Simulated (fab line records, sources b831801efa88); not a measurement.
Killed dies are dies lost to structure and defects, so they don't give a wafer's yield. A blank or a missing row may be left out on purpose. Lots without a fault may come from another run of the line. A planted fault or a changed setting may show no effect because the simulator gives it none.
Which tool did it? | flow gf180mcu | 11 lots, 33 wafers sampled, at 6 steps of a route of 602

WHAT THE GAUGES READ, wafer by wafer
GF_M4_CD_MEAS_14: target cd 280 nm.
lot  | measured     | on        | cd_nm (nm)
L264 | day 23 05:23 | cd_sem-02 | 282.4 283.2 281.4
L265 | day 23 16:34 | cd_sem-02 | 279.8 279.7 280.6
L266 | day 24 01:40 | cd_sem-02 | 279.1 279.0 279.1
L267 | day 24 10:07 | cd_sem-01 | 280.9 280.4 280.9
L270 | day 25 10:19 | cd_sem-02 | 280.3 281.8 281.4
L271 | day 25 20:32 | cd_sem-02 | 278.8 278.8 279.1
L276 | day 27 13:32 | cd_sem-01 | 279.0 279.7 278.8
L279 | day 28 11:35 | cd_sem-02 | 281.0 280.6 282.7
L280 | day 28 15:29 | cd_sem-01 | 280.7 280.9 281.3
L282 | day 29 06:15 | cd_sem-01 | 280.1 278.9 279.3
L285 | day 29 21:43 | cd_sem-02 | 280.0 278.6 279.8

GF_V4_BOW_MEAS_05.
lot  | measured     | on            | V4_BOW (um)
L264 | day 23 06:46 | film_metro-01 | 145 127 146
L265 | day 23 18:02 | film_metro-03 | 141 150 150
L266 | day 24 03:19 | film_metro-01 | 147 127 137
L267 | day 24 11:31 | film_metro-03 | 136 132 142
L270 | day 25 11:47 | film_metro-01 | 135 133 131
L271 | day 25 21:58 | film_metro-03 | 121 130 112
L276 | day 27 14:56 | film_metro-03 | 129 128 128
L279 | day 28 13:01 | film_metro-04 | 145 121 133
L280 | day 28 16:52 | film_metro-04 | 155 144 135
L282 | day 29 07:38 | film_metro-03 | 133 138 132
L285 | day 29 23:06 | film_metro-03 | 142 132 134

GF_V4_RS_MEAS_24: measures by four-point-probe.
lot  | measured     | on            | V4_W_RS (ohm/sq)
L264 | day 24 05:59 | film_metro-03 | 0.321 0.323 0.321
L265 | day 24 16:43 | film_metro-04 | 0.320 0.321 0.326
L266 | day 25 02:15 | film_metro-04 | 0.322 0.325 0.315
L267 | day 25 11:01 | film_metro-01 | 0.332 0.329 0.331
L270 | day 26 09:33 | film_metro-03 | 0.328 0.318 0.329
L271 | day 26 19:19 | film_metro-03 | 0.324 0.327 0.316
L276 | day 28 11:58 | film_metro-01 | 0.322 0.868 0.325
L279 | day 29 09:39 | film_metro-01 | 0.328 0.330 0.328
L280 | day 29 11:53 | film_metro-03 | 0.327 0.334 0.329
L282 | day 30 03:39 | film_metro-01 | 0.334 0.333 0.334
L285 | day 30 18:31 | film_metro-03 | 0.333 0.330 0.327

GF_V4_THK_MEAS_25: measures by xrf.
lot  | measured     | on            | V4_W_THK (nm)
L264 | day 24 06:06 | film_metro-03 | 356 354 356
L265 | day 24 16:50 | film_metro-04 | 359 358 350
L266 | day 25 02:22 | film_metro-04 | 352 350 362
L267 | day 25 11:08 | film_metro-01 | 343 346 341
L270 | day 26 09:40 | film_metro-03 | 348 362 347
L271 | day 26 19:26 | film_metro-03 | 351 350 360
L276 | day 28 12:05 | film_metro-01 | 352 133 348
L279 | day 29 09:46 | film_metro-01 | 348 347 346
L280 | day 29 12:00 | film_metro-03 | 354 341 348
L282 | day 30 03:46 | film_metro-01 | 340 342 340
L285 | day 30 18:38 | film_metro-03 | 344 346 349

WHICH TOOL RAN EACH LOT (tool, then ch and the chambers of the sampled wafers, then the start)
lot  | GF_V3_CVD_23                  | GF_V4_CVD_23
L264 | cvd_w-02 ch 0,1, day 22 06:27 | cvd_w-01 ch 1, day 24 05:52
L265 | cvd_w-01 ch 0,1, day 22 17:28 | cvd_w-01 ch 0,1, day 24 16:35
L266 | cvd_w-01 ch 0, day 23 02:29   | cvd_w-01 ch 0,1, day 25 02:08
L267 | cvd_w-01 ch 0,1, day 23 11:26 | cvd_w-02 ch 0,1, day 25 10:54
L270 | cvd_w-01 ch 0, day 24 12:35   | cvd_w-01 ch 0,1, day 26 09:26
L271 | cvd_w-02 ch 0,1, day 24 23:17 | cvd_w-01 ch 0,1, day 26 19:11
L276 | cvd_w-02 ch 0,1, day 26 15:46 | cvd_w-01 ch 0,1, day 28 11:52
L279 | cvd_w-02 ch 0, day 27 14:51   | cvd_w-02 ch 0,1, day 29 09:32
L280 | cvd_w-01 ch 0,1, day 27 19:27 | cvd_w-02 ch 0,1, day 29 11:46
L282 | cvd_w-01 ch 0,1, day 28 10:22 | cvd_w-02 ch 0, day 30 03:26
L285 | cvd_w-01 ch 1, day 29 01:48   | cvd_w-01 ch 0, day 30 18:24
- GF_V3_CVD_23: deposits W, target thk 350 nm, time 104.9 s.
- GF_V4_CVD_23: deposits W, target thk 350 nm, time 104.9 s.

WHAT THE TOOLS THEMSELVES READ (means of the sampled wafers that have a number; where no wafer has one, the mark that the record gives instead)
GF_V3_CVD_23.
lot  | tool     | heater_power_w (W)
L264 | cvd_w-02 | 975
L265 | cvd_w-01 | 776
L266 | cvd_w-01 | 743
L267 | cvd_w-01 | 782
L270 | cvd_w-01 | 742
L271 | cvd_w-02 | 920
L276 | cvd_w-02 | 920
L279 | cvd_w-02 | 869
L280 | cvd_w-01 | 822
L282 | cvd_w-01 | 788
L285 | cvd_w-01 | 862

GF_V4_CVD_23.
lot  | tool     | heater_power_w (W)
L264 | cvd_w-01 | 850
L265 | cvd_w-01 | 822
L266 | cvd_w-01 | 789
L267 | cvd_w-02 | 981
L270 | cvd_w-01 | 791
L271 | cvd_w-01 | 776
L276 | cvd_w-01 | 797
L279 | cvd_w-02 | 983
L280 | cvd_w-02 | 990
L282 | cvd_w-02 | 876
L285 | cvd_w-01 | 744

THE ANSWER, worked out from the rows above alone
Rule: what is usual is taken from the lots themselves. Put in order of their means at a reading, lots are off if they are a third of the lots or fewer, leave a main group of 4 or more, and stand apart from it by a gap of 3 or more times the standard deviation of the main group's means; of several such gaps the widest counts. A main group whose means are all the same, to the digits that the tables above print for the reading, isn't used. A lot without any number at a reading at which 4 lots or more have one is off too. The other lots that the step has rows for count as sound. The gauges are gone through in route order, then the tools' own readings, and for those a lot's mean is taken as printed above. The first step at which some lot is off is used, and at that step the reading that is off furthest; a lot without a number counts as furthest.
Off: L276, at GF_V4_RS_MEAS_24 (V4_W_RS). The main group: mean 0.327 ohm/sq, standard deviation 0.0044.
A tool fits if, at a process step before that reading, it ran every lot that is off, and no sound lot after the first of them. The gauges at GF_V4_RS_MEAS_24 are tried like those tools. None of those tried fits.

WHAT THE SIMULATOR HAD PUT IN
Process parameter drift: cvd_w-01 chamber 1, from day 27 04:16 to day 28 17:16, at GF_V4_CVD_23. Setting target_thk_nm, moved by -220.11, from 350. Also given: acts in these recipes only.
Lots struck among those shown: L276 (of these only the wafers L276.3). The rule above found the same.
